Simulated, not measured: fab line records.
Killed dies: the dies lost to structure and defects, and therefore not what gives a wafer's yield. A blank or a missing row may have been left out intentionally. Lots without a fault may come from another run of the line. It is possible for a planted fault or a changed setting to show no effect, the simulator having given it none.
Matching of chambers    flow gf180mcu    4 sister chambers for GF_STI_CMP_25 on cmp-02
The step polishes, stops on Si3N4, t overpolish 33 s, target thk 524.6 nm. 8 wafers are shown with their chamber, then 8 later ones without.

WAFERS WITH THEIR CHAMBER
wafer   chamber  motor current A (A)  slurry filter dp kPa (kPa)
L388.1  1        14.0                 13.37
L388.2  3        15.3                 13.58
L389.1  0        10.1                 13.35
L389.2  1        13.2                 13.37
L390.1  3        15.2                 13.36
L390.3  2        11.1                 13.43
L390.4  0        10.9                 13.61
L395.2  2        11.7                 13.50

WAFERS MISSING THEIR CHAMBER
wafer   motor current A (A)  slurry filter dp kPa (kPa)
L395.3  10.5                 13.61
L395.6  12.9                 13.51
L396.1  15.4                 13.37
L396.4  10.5                 13.67
L396.6  13.0                 13.53
L400.2  10.2                 13.67
L400.4  15.6                 13.52
L400.6  9.9                  13.29

EACH ONE'S CHAMBER
wafer   from the rows above      in truth
L395.3  can't be placed: 0 or 2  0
L395.6  can't be placed: 1 or 2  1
L396.1  3                        3
L396.4  can't be placed: 0 or 2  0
L396.6  can't be placed: 1 or 2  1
L400.2  can't be placed: 0 or 2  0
L400.4  3                        3
L400.6  can't be placed: 0 or 2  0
Correct placement for 2 of the 8. These rows do not allow placing 6 (true chamber among the candidates in 6). 0 placed wrongly.
How it was worked out, from the rows above alone: a wafer's distance from a chamber is the root of the sum, over the readings, of the square of ((its reading less the chamber's mean) divided by the reading's scatter). The wafer belongs to the nearest chamber; if the next one is less than 2 further off, it can't be placed. Each chamber's mean is taken over the wafers shown for it. How the scatter is found: for the shown wafers, subtract from each reading the mean of its chamber, square and add these, divide the total by (wafers less chambers), then take the root.
